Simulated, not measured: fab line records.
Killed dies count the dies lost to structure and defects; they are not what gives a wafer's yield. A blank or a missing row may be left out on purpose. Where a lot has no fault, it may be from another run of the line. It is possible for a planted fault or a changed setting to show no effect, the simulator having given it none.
The tool behind it: which one? :: flow sfq_line :: 15 lots, 45 wafers sampled, at 4 steps of a route of 325

== WHAT THE GAUGES SHOWED, per wafer ==
SFQ_I0_BOW_MEAS_907. Usual: I0_BOW typically reads 0 um, with standard deviation 7.3.
lot: L902
measured: day 8 20:34
on: film_metro-02
I0_BOW (um): 6 6 8
flag: 

lot: L903
measured: day 9 05:51
on: film_metro-04
I0_BOW (um): 6 0 5
flag: 

lot: L904
measured: day 9 12:44
on: film_metro-04
I0_BOW (um): -3 5 4
flag: 

lot: L905
measured: day 9 20:49
on: film_metro-02
I0_BOW (um): 1 -9 -7
flag: 

lot: L906
measured: day 10 00:44
on: film_metro-03
I0_BOW (um): -2 1 -9
flag: 

lot: L907
measured: day 10 05:50
on: film_metro-02
I0_BOW (um): 3 2 9
flag: 

lot: L909
measured: day 11 02:51
on: film_metro-02
I0_BOW (um): 13 1 9
flag: 

lot: L912
measured: day 12 02:51
on: film_metro-04
I0_BOW (um): -4 3 4
flag: 

lot: L915
measured: day 12 17:50
on: film_metro-03
I0_BOW (um): 3 -1 0
flag: 

lot: L916
measured: day 12 21:51
on: film_metro-04
I0_BOW (um): -8 6 8
flag: 

lot: L918
measured: day 13 04:52
on: film_metro-02
I0_BOW (um): -6 0 -11
flag: 

lot: L919
measured: day 13 14:17
on: film_metro-04
I0_BOW (um): -2 -5 -10
flag: 

lot: L920
measured: day 13 15:40
on: film_metro-02
I0_BOW (um): -2 -9 8
flag: 

lot: L922
measured: day 13 21:39
on: film_metro-03
I0_BOW (um): -10 -17 -12
flag: 

lot: L924
measured: day 14 13:22
on: film_metro-02
I0_BOW (um): -6 9 4
flag: 

== TOOL THAT RAN EACH LOT (tool first, then ch and the chambers of the sampled wafers, then the start) ==
lot: L902
SFQ_TRILAYER_L0_VIA_BARC_OPEN_VIA_ETCH_021: rie_diel-03 ch 0,2,3, day 4 18:53
SFQ_TRILAYER_M0_STRIP_STRIP_025: rie_metal-01 ch 0,1, day 8 08:20
SFQ_TRILAYER_I0_DEP_PECVD_027: pecvd-03 ch 0,1, day 8 09:07

lot: L903
SFQ_TRILAYER_L0_VIA_BARC_OPEN_VIA_ETCH_021: rie_diel-03 ch 0,2,3, day 5 00:53
SFQ_TRILAYER_M0_STRIP_STRIP_025: rie_metal-01 ch 0,1, day 8 18:08
SFQ_TRILAYER_I0_DEP_PECVD_027: pecvd-02 ch 0,1,2, day 8 18:43

lot: L904
SFQ_TRILAYER_L0_VIA_BARC_OPEN_VIA_ETCH_021: rie_diel-03 ch 0,1,2, day 5 06:53
SFQ_TRILAYER_M0_STRIP_STRIP_025: rie_metal-01 ch 0,1, day 8 23:56
SFQ_TRILAYER_I0_DEP_PECVD_027: pecvd-02 ch 1,2, day 9 00:43

lot: L905
SFQ_TRILAYER_L0_VIA_BARC_OPEN_VIA_ETCH_021: rie_diel-03 ch 0,2,3, day 5 11:41
SFQ_TRILAYER_M0_STRIP_STRIP_025: rie_metal-01 ch 0,1, day 9 07:08
SFQ_TRILAYER_I0_DEP_PECVD_027: pecvd-03 ch 0,1,2, day 9 07:55

lot: L906
SFQ_TRILAYER_L0_VIA_BARC_OPEN_VIA_ETCH_021: rie_diel-03 ch 0,1,2, day 5 16:29
SFQ_TRILAYER_M0_STRIP_STRIP_025: rie_metal-01 ch 0,1, day 9 11:56
SFQ_TRILAYER_I0_DEP_PECVD_027: pecvd-01 ch 0,1,2, day 9 12:43

lot: L907
SFQ_TRILAYER_L0_VIA_BARC_OPEN_VIA_ETCH_021: rie_diel-03 ch 0,1,3, day 5 20:05
SFQ_TRILAYER_M0_STRIP_STRIP_025: rie_metal-01 ch 0,1, day 9 14:20
SFQ_TRILAYER_I0_DEP_PECVD_027: pecvd-01 ch 1,2, day 9 15:07

lot: L909
SFQ_TRILAYER_L0_VIA_BARC_OPEN_VIA_ETCH_021: rie_diel-04 ch 0,1,3, day 6 11:47
SFQ_TRILAYER_M0_STRIP_STRIP_025: rie_metal-04 ch 0,1, day 10 11:06
SFQ_TRILAYER_I0_DEP_PECVD_027: pecvd-01 ch 0,1, day 10 11:41

lot: L912
SFQ_TRILAYER_L0_VIA_BARC_OPEN_VIA_ETCH_021: rie_diel-04 ch 0,2,3, day 7 04:35
SFQ_TRILAYER_M0_STRIP_STRIP_025: rie_metal-04 ch 0,1, day 11 13:01
SFQ_TRILAYER_I0_DEP_PECVD_027: pecvd-01 ch 0,1,2, day 11 13:46

lot: L915
SFQ_TRILAYER_L0_VIA_BARC_OPEN_VIA_ETCH_021: rie_diel-04 ch 1,3, day 8 01:46
SFQ_TRILAYER_M0_STRIP_STRIP_025: rie_metal-04 ch 0,1, day 12 10:25
SFQ_TRILAYER_I0_DEP_PECVD_027: pecvd-01 ch 0,1, day 12 11:11

lot: L916
SFQ_TRILAYER_L0_VIA_BARC_OPEN_VIA_ETCH_021: rie_diel-04 ch 0,1,2, day 8 08:46
SFQ_TRILAYER_M0_STRIP_STRIP_025: rie_metal-03 ch 0,1, day 12 17:37
SFQ_TRILAYER_I0_DEP_PECVD_027: pecvd-01 ch 0,1, day 12 18:23

lot: L918
SFQ_TRILAYER_L0_VIA_BARC_OPEN_VIA_ETCH_021: rie_diel-02 ch 1,2,3, day 8 15:58
SFQ_TRILAYER_M0_STRIP_STRIP_025: rie_metal-04 ch 0,1, day 12 23:37
SFQ_TRILAYER_I0_DEP_PECVD_027: pecvd-01 ch 0,1, day 13 00:23

lot: L919
SFQ_TRILAYER_L0_VIA_BARC_OPEN_VIA_ETCH_021: rie_diel-03 ch 2,3, day 9 07:34
SFQ_TRILAYER_M0_STRIP_STRIP_025: rie_metal-04 ch 0,1, day 13 10:25
SFQ_TRILAYER_I0_DEP_PECVD_027: pecvd-02 ch 0,2, day 13 11:11

lot: L920
SFQ_TRILAYER_L0_VIA_BARC_OPEN_VIA_ETCH_021: rie_diel-03 ch 0,2, day 9 12:22
SFQ_TRILAYER_M0_STRIP_STRIP_025: rie_metal-01 ch 0,1, day 13 11:56
SFQ_TRILAYER_I0_DEP_PECVD_027: pecvd-01 ch 0,1, day 13 12:34

lot: L922
SFQ_TRILAYER_L0_VIA_BARC_OPEN_VIA_ETCH_021: rie_diel-04 ch 0,3, day 10 03:58
SFQ_TRILAYER_M0_STRIP_STRIP_025: rie_metal-04 ch 0,1, day 13 14:08
SFQ_TRILAYER_I0_DEP_PECVD_027: pecvd-01 ch 0,1, day 13 15:05

lot: L924
SFQ_TRILAYER_L0_VIA_BARC_OPEN_VIA_ETCH_021: rie_diel-03 ch 1,3, day 14 05:34
SFQ_TRILAYER_M0_STRIP_STRIP_025: rie_metal-04 ch 0,1, day 14 09:19
SFQ_TRILAYER_I0_DEP_PECVD_027: pecvd-01 ch 0,2, day 14 10:17
- SFQ_TRILAYER_L0_VIA_BARC_OPEN_VIA_ETCH_021: etches BARC in O2, target depth 125 nm, time 41.7 s.
- SFQ_TRILAYER_M0_STRIP_STRIP_025: strips in O2.
- SFQ_TRILAYER_I0_DEP_PECVD_027: deposits SiO2 from SiH4/N2O, time 111.11 s, target thk 500 nm.

== WHAT THE TOOLS THEMSELVES READ (means of the sampled wafers that have a number; where no wafer has one, the mark that the record gives instead) ==
SFQ_TRILAYER_L0_VIA_BARC_OPEN_VIA_ETCH_021. Usual: bias_w 79.99 W, standard deviation 0.24; drypump_motor_current_A 6.0 A, standard deviation 0.52; oes_product_au 0.685 a.u., standard deviation 0.0051.
lot: L902
tool: rie_diel-03
bias_w (W): 79.90
drypump_motor_current_A (A): 6.3
oes_product_au (a.u.): 0.688
flag: 

lot: L903
tool: rie_diel-03
bias_w (W): 80.05
drypump_motor_current_A (A): 6.3
oes_product_au (a.u.): 0.683
flag: 

lot: L904
tool: rie_diel-03
bias_w (W): 79.82
drypump_motor_current_A (A): 5.9
oes_product_au (a.u.): 0.683
flag: 

lot: L905
tool: rie_diel-03
bias_w (W): 75.74
drypump_motor_current_A (A): 6.3
oes_product_au (a.u.): 0.681
flag: OFF

lot: L906
tool: rie_diel-03
bias_w (W): 75.55
drypump_motor_current_A (A): 5.9
oes_product_au (a.u.): 0.687
flag: OFF

lot: L907
tool: rie_diel-03
bias_w (W): 75.66
drypump_motor_current_A (A): 6.3
oes_product_au (a.u.): 0.689
flag: OFF

lot: L909
tool: rie_diel-04
bias_w (W): 79.84
drypump_motor_current_A (A): 5.8
oes_product_au (a.u.): 0.688
flag: 

lot: L912
tool: rie_diel-04
bias_w (W): 79.86
drypump_motor_current_A (A): 5.7
oes_product_au (a.u.): 0.685
flag: 

lot: L915
tool: rie_diel-04
bias_w (W): 80.00
drypump_motor_current_A (A): 6.2
oes_product_au (a.u.): 0.684
flag: 

lot: L916
tool: rie_diel-04
bias_w (W): 79.83
drypump_motor_current_A (A): 6.0
oes_product_au (a.u.): 0.685
flag: 

lot: L918
tool: rie_diel-02
bias_w (W): 80.04
drypump_motor_current_A (A): 6.0
oes_product_au (a.u.): 0.685
flag: 

lot: L919
tool: rie_diel-03
bias_w (W): 80.01
drypump_motor_current_A (A): 6.4
oes_product_au (a.u.): 0.686
flag: 

lot: L920
tool: rie_diel-03
bias_w (W): 79.95
drypump_motor_current_A (A): 5.9
oes_product_au (a.u.): 0.688
flag: 

lot: L922
tool: rie_diel-04
bias_w (W): 80.16
drypump_motor_current_A (A): 5.4
oes_product_au (a.u.): 0.685
flag: 

lot: L924
tool: rie_diel-03
bias_w (W): 80.07
drypump_motor_current_A (A): 6.4
oes_product_au (a.u.): 0.688
flag: 

SFQ_TRILAYER_M0_STRIP_STRIP_025. Usual: drypump_motor_current_A 5.39 A, standard deviation 0.25; oes_product_au 1.001 a.u., standard deviation 0.014.
lot: L902
tool: rie_metal-01
drypump_motor_current_A (A): 5.53
oes_product_au (a.u.): 0.998
flag: 

lot: L903
tool: rie_metal-01
drypump_motor_current_A (A): 5.70
oes_product_au (a.u.): 0.988
flag: 

lot: L904
tool: rie_metal-01
drypump_motor_current_A (A): 5.52
oes_product_au (a.u.): 0.998
flag: 

lot: L905
tool: rie_metal-01
drypump_motor_current_A (A): 5.69
oes_product_au (a.u.): 0.990
flag: 

lot: L906
tool: rie_metal-01
drypump_motor_current_A (A): 5.66
oes_product_au (a.u.): 0.994
flag: 

lot: L907
tool: rie_metal-01
drypump_motor_current_A (A): 5.70
oes_product_au (a.u.): 0.985
flag: 

lot: L909
tool: rie_metal-04
drypump_motor_current_A (A): 5.13
oes_product_au (a.u.): 1.007
flag: 

lot: L912
tool: rie_metal-04
drypump_motor_current_A (A): 5.15
oes_product_au (a.u.): 1.011
flag: 

lot: L915
tool: rie_metal-04
drypump_motor_current_A (A): 5.17
oes_product_au (a.u.): 1.012
flag: 

lot: L916
tool: rie_metal-03
drypump_motor_current_A (A): 5.34
oes_product_au (a.u.): 1.013
flag: 

lot: L918
tool: rie_metal-04
drypump_motor_current_A (A): 5.23
oes_product_au (a.u.): 1.001
flag: 

lot: L919
tool: rie_metal-04
drypump_motor_current_A (A): 5.13
oes_product_au (a.u.): 1.003
flag: 

lot: L920
tool: rie_metal-01
drypump_motor_current_A (A): 5.70
oes_product_au (a.u.): 0.989
flag: 

lot: L922
tool: rie_metal-04
drypump_motor_current_A (A): 5.21
oes_product_au (a.u.): 0.991
flag: 

lot: L924
tool: rie_metal-04
drypump_motor_current_A (A): 5.14
oes_product_au (a.u.): 1.003
flag: 

SFQ_TRILAYER_I0_DEP_PECVD_027. Usual: heater_power_w 82 W, standard deviation 16; throttle_valve_pct 25.9 %, standard deviation 0.97.
lot: L902
tool: pecvd-03
heater_power_w (W): 105
throttle_valve_pct (%): 25.1
flag: 

lot: L903
tool: pecvd-02
heater_power_w (W): 68
throttle_valve_pct (%): 25.0
flag: 

lot: L904
tool: pecvd-02
heater_power_w (W): 72
throttle_valve_pct (%): 24.6
flag: 

lot: L905
tool: pecvd-03
heater_power_w (W): 95
throttle_valve_pct (%): 25.3
flag: 

lot: L906
tool: pecvd-01
heater_power_w (W): 82
throttle_valve_pct (%): 26.4
flag: 

lot: L907
tool: pecvd-01
heater_power_w (W): 82
throttle_valve_pct (%): 26.8
flag: 

lot: L909
tool: pecvd-01
heater_power_w (W): 74
throttle_valve_pct (%): 26.6
flag: 

lot: L912
tool: pecvd-01
heater_power_w (W): 86
throttle_valve_pct (%): 26.5
flag: 

lot: L915
tool: pecvd-01
heater_power_w (W): 77
throttle_valve_pct (%): 26.9
flag: 

lot: L916
tool: pecvd-01
heater_power_w (W): 74
throttle_valve_pct (%): 26.9
flag: 

lot: L918
tool: pecvd-01
heater_power_w (W): 76
throttle_valve_pct (%): 26.7
flag: 

lot: L919
tool: pecvd-02
heater_power_w (W): 70
throttle_valve_pct (%): 24.8
flag: 

lot: L920
tool: pecvd-01
heater_power_w (W): 75
throttle_valve_pct (%): 27.0
flag: 

lot: L922
tool: pecvd-01
heater_power_w (W): 74
throttle_valve_pct (%): 26.8
flag: 

lot: L924
tool: pecvd-01
heater_power_w (W): 79
throttle_valve_pct (%): 26.5
flag: 

== THE ANSWER, worked out from the rows above alone ==
Rule: lot off if the mean of its wafers having a number is beyond 3 standard deviations from the usual mean. Also off: a lot with no number at a reading for which 4 or more lots have one. The other lots that the step has rows for count as sound. Order of review: gauges by route order, followed by the tools' own readings, for which a lot's mean as printed above is used. The first step at which some lot is off is used, and at that step the reading that is off furthest; a lot without a number counts as furthest.
Off at SFQ_TRILAYER_L0_VIA_BARC_OPEN_VIA_ETCH_021 (bias_w): L905, L906, L907.
If a tool, at that step or one of the process steps before it, ran each lot that is off and ran no sound lot following the first of them, it fits. Of those tried, none fits.

== WHAT THE SIMULATOR HAD PUT IN ==
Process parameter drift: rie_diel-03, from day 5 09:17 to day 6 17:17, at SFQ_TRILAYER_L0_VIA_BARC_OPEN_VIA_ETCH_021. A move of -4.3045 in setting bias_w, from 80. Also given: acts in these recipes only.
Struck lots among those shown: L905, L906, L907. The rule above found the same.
